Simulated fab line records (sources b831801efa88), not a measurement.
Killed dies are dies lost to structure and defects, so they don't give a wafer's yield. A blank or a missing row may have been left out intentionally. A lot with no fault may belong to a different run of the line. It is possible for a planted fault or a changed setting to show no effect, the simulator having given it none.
fab line records -- flow sky130
[record] lots = 6, wafers = 16, last-day = 50
route steps=708 shown SD_N@350 SD_P@359 RES_XHIGH@360 SALICIDE@361 LI_CONTACT@362 PAD_OPEN@708
lots that met no fault: from a run of the same line without faults
start-h: hours from the record's opening day to when the first of the lot's shown wafers began -- wait-h: time in hours since the lot's previous step -- " unchanged from the row above -- L1.1+2: a single row standing in for several wafers -- - no value, or no start given -- * or withheld: withheld -- < > ~ a bound
route shown NAME@n: NAME is a module with steps in the file, n the number in the route of the first one -- usual: mean and standard deviation over wafers with no fault -- same: alike in all rows -- chamber/n: place in a boat -- sites: readings site by site -- _std_site: standard deviation across them -- _edge_site: the outer-site mean with the inner-site mean subtracted -- radius-mm: for every site, how far away it sits from the centre of the wafer -- mask NAME#n: copy n -- behind: the last tool/chamber to shape the wafer -- hold: why the lot went on hold/how many hours it stayed there/how the hold came to an end -- device: the transistor (n, p or np) that didn't switch -- end of line: at the end of the route, the tests of the same wafers -- where a step has no rows: the recipe by itself -- killed: at the first sort, the dies lost to defects and structure; wafer yield is something else -- map: the dies of a wafer, with x for killed, . for not killed, _ for no die there
set.NAME: the run value of the setting; set.NAME@STEP: its run value at that earlier step -- model.NAME: the simulator's own value behind a step, which no gauge read
lots seen at some steps along the route; tables by step, rows by wafer
services: the hour from which a tool's chamber was out of use, counted from the record's first day as start-h (under 0 if before that day), plus the number of hours and why
[[steps]]
[step SKY_SD_N_OVL_MEAS_08]
[usual] SD_N_OVL = 0.0/1.5
lot.wafer,tool,chamber,start-h,wait-h,SD_N_OVL[nm]
L716.1,overlay-01,-,684.50,0.1,0.4
L716.2,overlay-01,-,684.50,0.1,-1.1
L716.5,overlay-01,-,684.50,0.1,0.9
L720.4,overlay-01,-,703.82,0.1,-0.6
L720.6,overlay-01,-,703.82,0.1,0.8
L722.1,overlay-02,-,721.79,0.1,1.0
L722.4,overlay-02,-,721.79,0.1,0.6
L727.2,overlay-02,-,757.24,0.1,-0.7
L727.4,overlay-02,-,757.24,0.1,-0.5
L727.6,overlay-02,-,757.24,0.1,1.2
L729.2,overlay-02,-,779.44,0.1,0.2
L729.5,overlay-02,-,779.44,0.1,-2.0
L729.6,overlay-02,-,779.44,0.1,-0.8
L736.1,overlay-02,-,826.54,0.1,0.8
L736.2,overlay-02,-,826.54,0.1,1.5
L736.3,overlay-02,-,826.54,0.1,0.7
[step SKY_SD_N_IMPLANT_09]
[recipe] species = As, energy-kev = 50, dose-cm2 = 4e+15, tilt-deg = 0
[step SKY_SD_N_IMPLANT_10]
[recipe] species = P, energy-kev = 20, dose-cm2 = 1e+14, tilt-deg = 0
[step SKY_SD_N_STRIP_11]
[recipe] chemistry = O2/N2, power-w = 1400, pressure-mtorr = 1500, platen-temp-c = withheld, o2-flow-sccm = 3000, n2-flow-sccm = 300, overash-fraction = 0.5
[usual] chamber-pressure-mTorr = 1499.8/1.2, drypump-motor-current-A = 5.69/0.28, oes-product-au = 0.527/0.0043, strip-time-to-endpoint-s = 22.54/0.052
lot.wafer,tool,chamber,start-h,wait-h,chamber-pressure-mTorr,drypump-motor-current-A,oes-product-au,rf-hours-counter-h,strip-time-to-endpoint-s
L716.1,plasma-asher-01,0,684.84,0.1,1500.9,5.48,0.528,26,22.57
L716.2,plasma-asher-01,1,684.84,0.1,1499.1,5.85,0.528,26,22.59
L716.5,plasma-asher-01,1,684.84,0.1,1499.7,5.86,0.524,-,22.56
L720.4,plasma-asher-04,1,704.17,0.1,1497.8,5.53,0.527,-,22.54
L720.6,plasma-asher-04,0,704.17,0.1,1499.7,6.00,0.524,-,22.53
L722.1,plasma-asher-01,0,722.12,0.1,1503.0,5.42,0.522,30,22.62
L722.4,plasma-asher-01,1,722.12,0.1,1501.6,5.84,0.523,-,22.58
L727.2,plasma-asher-01,1,757.57,0.1,1502.5,5.84,0.526,34,22.52
L727.4,plasma-asher-01,1,757.57,0.1,1501.1,5.83,0.532,-,22.47
L727.6,plasma-asher-01,1,757.57,0.1,1499.7,5.83,0.527,-,22.52
L729.2,plasma-asher-04,0,779.77,0.1,1497.1,5.99,0.525,3,22.47
L729.5,plasma-asher-04,1,779.77,0.1,1501.4,5.50,0.530,-,22.52
L729.6,plasma-asher-04,0,779.77,0.1,1501.6,5.98,0.524,-,22.50
L736.1,plasma-asher-04,1,826.88,0.1,1500.6,5.52,0.523,7,22.59
L736.2,plasma-asher-04,0,826.88,0.1,1498.5,5.97,0.529,7,22.63
L736.3,plasma-asher-04,1,826.88,0.1,1499.7,5.50,0.523,-,22.57
[step SKY_SD_N_TW_MEAS_12]
[usual] SD_N_TW = 3961/30
lot.wafer,tool,chamber,start-h,wait-h,SD_N_TW
L716.1,film-metro-02,-,684.94,0.1,3940
L716.2,film-metro-02,-,684.94,0.1,3947
L716.5,film-metro-02,-,684.94,0.1,3952
L720.4,film-metro-04,-,704.27,0.1,3957
L720.6,film-metro-04,-,704.27,0.1,3950
L722.1,film-metro-04,-,722.22,0.1,3958
L722.4,film-metro-04,-,722.22,0.1,3965
L727.2,film-metro-01,-,757.68,0.1,3930
L727.4,film-metro-01,-,757.68,0.1,3906
L727.6,film-metro-01,-,757.68,0.1,3942
L729.2,film-metro-04,-,779.88,0.1,4001
L729.5,film-metro-04,-,779.88,0.1,3998
L729.6,film-metro-04,-,779.88,0.1,3999
L736.1,film-metro-04,-,826.98,0.1,3938
L736.2,film-metro-04,-,826.98,0.1,3926
L736.3,film-metro-04,-,826.98,0.1,3930
[step SKY_SD_N_CLEAN_13]
[recipe] chemistry = SC1/SC2, mix = 1:4:20, temp-c = 70, time-s = 150, dry = n2-spin
[step SKY_SD_N_RTA_14]
[recipe] temp-c = 1075, time-s = 2, idle-temp-c = 650, ramp-up-c-per-s = 150, ramp-down-c-per-s = 90, ambient = N2
[usual] lamp-power-pct = 15.74/0.052, ramp-down-c-per-s = 90.000/0.017, wafer_temp_C_max = 1078.1/1.4
lot.wafer,tool,chamber,start-h,wait-h,lamp-power-pct,ramp-down-c-per-s,wafer_temp_C_max
L716.1,rtp-anneal-02,0,685.05,0.0,15.79,90.009,1079.9
L716.2,rtp-anneal-02,0,685.05,0.0,15.77,90.002,1079.4
L716.5,rtp-anneal-02,0,685.05,0.0,15.74,89.977,1077.8
L720.4,rtp-anneal-01,0,704.37,0.0,15.78,90.037,1079.5
L720.6,rtp-anneal-01,0,704.37,0.0,15.75,89.992,1077.7
L722.1,rtp-anneal-01,0,722.34,0.0,15.70,90.004,1078.3
L722.4,rtp-anneal-01,0,722.34,0.0,15.74,90.020,1079.7
L727.2,rtp-anneal-02,0,757.79,0.0,15.83,90.011,1078.6
L727.4,rtp-anneal-02,0,757.79,0.0,15.77,89.987,1077.8
L727.6,rtp-anneal-02,0,757.79,0.0,15.79,89.991,1078.2
L729.2,rtp-anneal-02,0,779.99,0.0,15.68,89.995,1080.9
L729.5,rtp-anneal-02,0,779.99,0.0,15.82,89.967,1081.4
L729.6,rtp-anneal-02,0,779.99,0.0,15.74,90.023,1078.1
L736.1,rtp-anneal-01,0,827.09,0.0,15.68,90.004,1076.3
L736.2,rtp-anneal-01,0,827.09,0.0,15.69,90.003,1077.8
L736.3,rtp-anneal-01,0,827.09,0.0,15.77,90.006,1075.7
[step SKY_SD_N_RS_MEAS_16]
[recipe] thk-meas-gauge = four-point-probe
[usual] SD_N_RS = 68.54/0.15
lot.wafer,tool,chamber,start-h,wait-h,SD_N_RS[ohm/sq]
L716.1,film-metro-01,-,685.22,0.1,68.56
L716.2,film-metro-01,-,685.22,0.1,68.30
L716.5,film-metro-01,-,685.22,0.1,68.41
L720.4,film-metro-02,-,704.58,0.1,68.77
L720.6,film-metro-02,-,704.58,0.1,68.74
L722.1,film-metro-01,-,722.51,0.1,68.31
L722.4,film-metro-01,-,722.51,0.1,68.44
L727.2,film-metro-01,-,757.98,0.1,68.40
L727.4,film-metro-01,-,757.98,0.1,68.35
L727.6,film-metro-01,-,757.98,0.1,68.40
L729.2,film-metro-01,-,780.18,0.1,68.49
L729.5,film-metro-01,-,780.18,0.1,68.56
L729.6,film-metro-01,-,780.18,0.1,68.46
L736.1,film-metro-04,-,827.26,0.1,68.42
L736.2,film-metro-04,-,827.26,0.1,68.45
L736.3,film-metro-04,-,827.26,0.1,68.51
[step SKY_SD_N_RS_MEAS_17]
[recipe] thk-meas-gauge = four-point-probe
[usual] SD_P_RS = 147.1/0.43
lot.wafer,tool,chamber,start-h,wait-h,SD_P_RS[ohm/sq]
L716.1,film-metro-01,-,685.34,0.1,146.9
L716.2,film-metro-01,-,685.34,0.1,146.5
L716.5,film-metro-01,-,685.34,0.1,147.3
L720.4,film-metro-02,-,704.70,0.1,147.8
L720.6,film-metro-02,-,704.70,0.1,147.7
L722.1,film-metro-01,-,722.63,0.1,146.7
L722.4,film-metro-01,-,722.63,0.1,146.7
L727.2,film-metro-01,-,758.10,0.1,147.4
L727.4,film-metro-01,-,758.10,0.1,146.8
L727.6,film-metro-01,-,758.10,0.1,146.6
L729.2,film-metro-01,-,780.30,0.1,146.8
L729.5,film-metro-01,-,780.30,0.1,146.7
L729.6,film-metro-01,-,780.30,0.1,146.9
L736.1,film-metro-04,-,827.38,0.1,147.0
L736.2,film-metro-04,-,827.38,0.1,147.0
L736.3,film-metro-04,-,827.38,0.1,146.4
[step SKY_SD_N_RS_MEAS_18]
[recipe] thk-meas-gauge = four-point-probe
[usual] RES_XHIGH_RS = 333.1/1.3
lot.wafer,tool,chamber,start-h,wait-h,RES_XHIGH_RS[ohm/sq]
L716.1,film-metro-01,-,685.46,0.1,331.7
L716.2,film-metro-01,-,685.46,0.1,331.0
L716.5,film-metro-01,-,685.46,0.1,330.3
L720.4,film-metro-02,-,704.82,0.1,332.0
L720.6,film-metro-02,-,704.82,0.1,331.7
L722.1,film-metro-01,-,722.75,0.1,331.5
L722.4,film-metro-01,-,722.75,0.1,332.1
L727.2,film-metro-01,-,758.22,0.1,331.1
L727.4,film-metro-01,-,758.22,0.1,331.8
L727.6,film-metro-01,-,758.22,0.1,330.7
L729.2,film-metro-01,-,780.42,0.1,332.2
L729.5,film-metro-01,-,780.42,0.1,333.1
L729.6,film-metro-01,-,780.42,0.1,332.2
L736.1,film-metro-04,-,827.50,0.1,333.5
L736.2,film-metro-04,-,827.50,0.1,332.6
L736.3,film-metro-04,-,827.50,0.1,331.8
[step SKY_SALICIDE_CLEAN_00]
[recipe] chemistry = HF-last, time-s = 30, dilution = 100:1, dry = ipa-marangoni
[step SKY_LI_CONTACT_HDPCVD_00]
[recipe] material = PSG, target-thk-nm = 930, sigma-open-frac = 0.3, time-s = 155, temp-c = 600, sih4-flow-sccm = 60, pressure-mtorr = 6
[usual] run-length-s = 182.9/0.81, susceptor-temp-C = 600.02/0.26
lot.wafer,tool,chamber,start-h,wait-h,run-length-s,susceptor-temp-C,model.PSG_of_LI_CONTACT_HDPCVD_00.thk-nm
L716.1,hdpcvd-01,2,685.60,0.0,183.2,599.57,922.1
L716.2,hdpcvd-01,1,685.60,0.0,182.5,600.03,933.3
L716.5,hdpcvd-01,2,685.60,0.0,183.1,599.43,939.6
L720.4,hdpcvd-02,2,704.95,0.1,181.9,599.72,942.8
L720.6,hdpcvd-02,0,704.95,0.1,174.4,-,887.1
L722.1,hdpcvd-02,1,722.89,0.0,176.2,-,904
L722.4,hdpcvd-02,0,722.89,0.0,182.9,600.23,956.4
L727.2,hdpcvd-01,2,758.33,0.0,183.5,599.91,943.5
L727.4,hdpcvd-01,2,758.33,0.0,183.2,600.37,941.9
L727.6,hdpcvd-01,0,758.33,0.0,181.7,600.00,912.4
L729.2,hdpcvd-02,0,780.53,0.0,182.7,600.12,927.8
L729.5,hdpcvd-02,1,780.53,0.0,184.1,600.01,932.1
L729.6,hdpcvd-02,0,780.53,0.0,182.9,599.85,930.6
L736.1,hdpcvd-01,1,827.64,0.0,182.2,599.83,931.7
L736.2,hdpcvd-01,2,827.64,0.0,183.6,600.07,912.4
L736.3,hdpcvd-01,0,827.64,0.0,181.7,600.34,921
[step SKY_LI_CONTACT_THK_MEAS_01]
[recipe] reads = PSG_of_LI_CONTACT_HDPCVD_00
[usual] LI_CONTACT_HDPCVD_THK = 933/9.8
lot.wafer,tool,chamber,start-h,wait-h,LI_CONTACT_HDPCVD_THK[nm]
L716.1,film-metro-04,-,685.70,0.1,922
L716.2,film-metro-04,-,685.70,0.1,933
L716.5,film-metro-04,-,685.70,0.1,940
L720.4,film-metro-01,-,705.03,0.0,942
L720.6,film-metro-01,-,705.03,0.0,888
L722.1,film-metro-02,-,722.99,0.1,904
L722.4,film-metro-02,-,722.99,0.1,956
L727.2,film-metro-02,-,758.45,0.1,944
L727.4,film-metro-02,-,758.45,0.1,942
L727.6,film-metro-02,-,758.45,0.1,912
L729.2,film-metro-02,-,780.65,0.1,928
L729.5,film-metro-02,-,780.65,0.1,931
L729.6,film-metro-02,-,780.65,0.1,930
L736.1,film-metro-01,-,827.74,0.1,932
L736.2,film-metro-01,-,827.74,0.1,913
L736.3,film-metro-01,-,827.74,0.1,921
[step SKY_LI_CONTACT_CMP_02]
[recipe] material = PSG, down-force-psi = 4, platen-rpm = 60, pad-velocity-m-s = 0.94248
[usual] motor-current-A = 11.0/1
lot.wafer,tool,chamber,start-h,wait-h,motor-current-A
L716.1,cmp-01,3,685.76,0.1,10.8
L716.2,cmp-01,1,685.76,0.1,13.3
L716.5,cmp-01,0,685.76,0.1,10.2
L720.4,cmp-01,3,705.16,0.1,11.2
L720.6,cmp-01,1,705.16,0.1,13.2
L722.1,cmp-01,0,723.10,0.1,10.0
L722.4,cmp-01,1,723.10,0.1,12.9
L727.2,cmp-02,2,758.50,0.0,9.5
L727.4,cmp-02,0,758.50,0.0,9.7
L727.6,cmp-02,3,758.50,0.0,11.2
L729.2,cmp-02,1,780.85,0.2,11.8
L729.6,cmp-02,2,780.85,0.2,9.3
L729.5,cmp-02,3,780.85,0.2,10.8
L736.3,cmp-02,3,827.80,0.0,10.4
L736.1,cmp-02,1,827.80,0.0,12.9
L736.2,cmp-02,2,827.80,0.0,10.0
[step SKY_PAD_OPEN_PROBE_99]
[usual] killed_at_M0_to_M3 = 44/7.5, killed_at_M4_up = 3.2/1.9, killed-at-contacts = 23/4.7, killed-at-front-end = 15/4.7, killed-at-other = 0.4/0.66, killed-dies = 87/9.3, killed-on-rim = 17/4.1, killed-open = 47/7.2, killed-short = 39/6.5
[same] gross-dies = 492, killed-at-back-side = 0
lot.wafer,tool,chamber,start-h,wait-h,killed_at_M0_to_M3,killed_at_M4_up,killed-at-contacts,killed-at-front-end,killed-at-other,killed-dies,killed-on-rim,killed-open,killed-short
L720.4,prober-01,-,1116.04,0.2,38,3,20,12,0,73,19,44,29
L720.6,prober-01,-,1116.14,0.2,50,1,22,12,0,85,16,48,37
L722.1,prober-01,-,1132.50,0.1,42,7,19,21,1,90,29,42,47
L722.4,prober-01,-,1132.65,0.2,49,1,22,13,0,85,13,43,41
// killed by level:class
L720.4 VIA1:geometric-particle:open=11 VIA2:geometric-particle:open=8 LI_CONTACT:geometric-particle:open=6 CONTACT:geometric-particle:open=6 FIELD_ISO:geometric-particle:open=5 VIA2:geometric-particle:short=4 SPACER:geometric-particle:short=3 LI_CONTACT:geometric-particle:short=3
L720.6 VIA1:geometric-particle:open=13 CONTACT:geometric-particle:open=10 VIA2:geometric-particle:open=9 METAL2:geometric-particle:short=6 CONTACT:geometric-particle:short=5 METAL1:geometric-particle:short=4 METAL1:geometric-particle:open=4 VIA1:geometric-particle:short=4
L722.1 CONTACT:geometric-particle:open=8 VIA1:geometric-particle:short=8 VIA1:geometric-particle:open=7 POLY_GATE:geometric-particle:short=7 METAL4:geometric-particle:short=7 LI_CONTACT:geometric-particle:open=6 VIA2:geometric-particle:open=6 FIELD_ISO:geometric-particle:open=4
L722.4 VIA1:geometric-particle:open=13 VIA1:geometric-particle:short=9 CONTACT:geometric-particle:open=8 METAL1:geometric-particle:short=6 VIA3:geometric-particle:open=6 LI_CONTACT:geometric-particle:open=5 POLY_GATE:geometric-particle:short=4 LOCAL_INTERCONNECT:geometric-particle:short=4
[[services]]
tool,chamber,start-h,hours,kind
hdpcvd-02,0,665.75,-,clean
hdpcvd-02,1,665.75,-,clean
hdpcvd-02,2,665.75,-,clean
plasma-asher-04,-,682.13,2.8,repair
cmp-02,-,693.61,1.4,repair
rtp-anneal-01,-,694.59,4.0,pm
cmp-01,-,696.99,0.6,repair
cmp-01,-,726.60,5.5,pm
plasma-asher-04,-,733.75,9.0,pm
plasma-asher-04,0,733.75,9.0,vent-cycle
plasma-asher-04,1,733.75,9.0,vent-cycle
plasma-asher-01,-,738.13,1.7,repair
plasma-asher-04,0,742.75,-,clean
plasma-asher-04,1,742.75,-,clean
cmp-02,-,744.00,4.0,pm
cmp-02,-,748.00,-,consumable-replace:conditioner
cmp-02,-,748.00,-,consumable-replace:pad
plasma-asher-04,-,786.38,6.1,repair
cmp-02,-,793.30,0.3,repair
rtp-anneal-02,-,800.26,3.5,pm
plasma-asher-04,-,808.40,8.5,repair
hdpcvd-01,-,808.87,2.2,repair
cmp-01,-,819.73,0.9,repair
cmp-02,-,822.34,0.8,repair
[[key]]
[first-sign] step = SKY_LI_CONTACT_HDPCVD_00, reading = run-length-s, direction = down, sigmas = 9.4, usual = *, struck = *
[effect] step = SKY_LI_CONTACT_THK_MEAS_01, reading = LI_CONTACT_HDPCVD_THK, direction = down, sigmas = 3.8, usual = 933, struck = 896
[model-effect] step = SKY_LI_CONTACT_HDPCVD_00, value = PSG_of_LI_CONTACT_HDPCVD_00.thk-nm, without = 944.4, struck = 895.5
met-at SKY_LI_CONTACT_HDPCVD_00
struck-wafers L720.6,L722.1
tester-left-out L720,L722
[fault] kind = process-parameter-drift, tool = hdpcvd-02, chamber = -, onset-h = 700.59, steps = SKY_LI_CONTACT_HDPCVD_00, channel = time-s, offset = *, shape = step, end-h = 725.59, scope = struck-wafers-only, acts-in = *, stated = *
// tester-left-out: of these lots the tester's yield and bins aren't shown, on N5 and GAA mostly nor the transistor test; their killed dies are dies lost to structure and defects alone, not to doping, threshold or leakage, so they don't give the yield
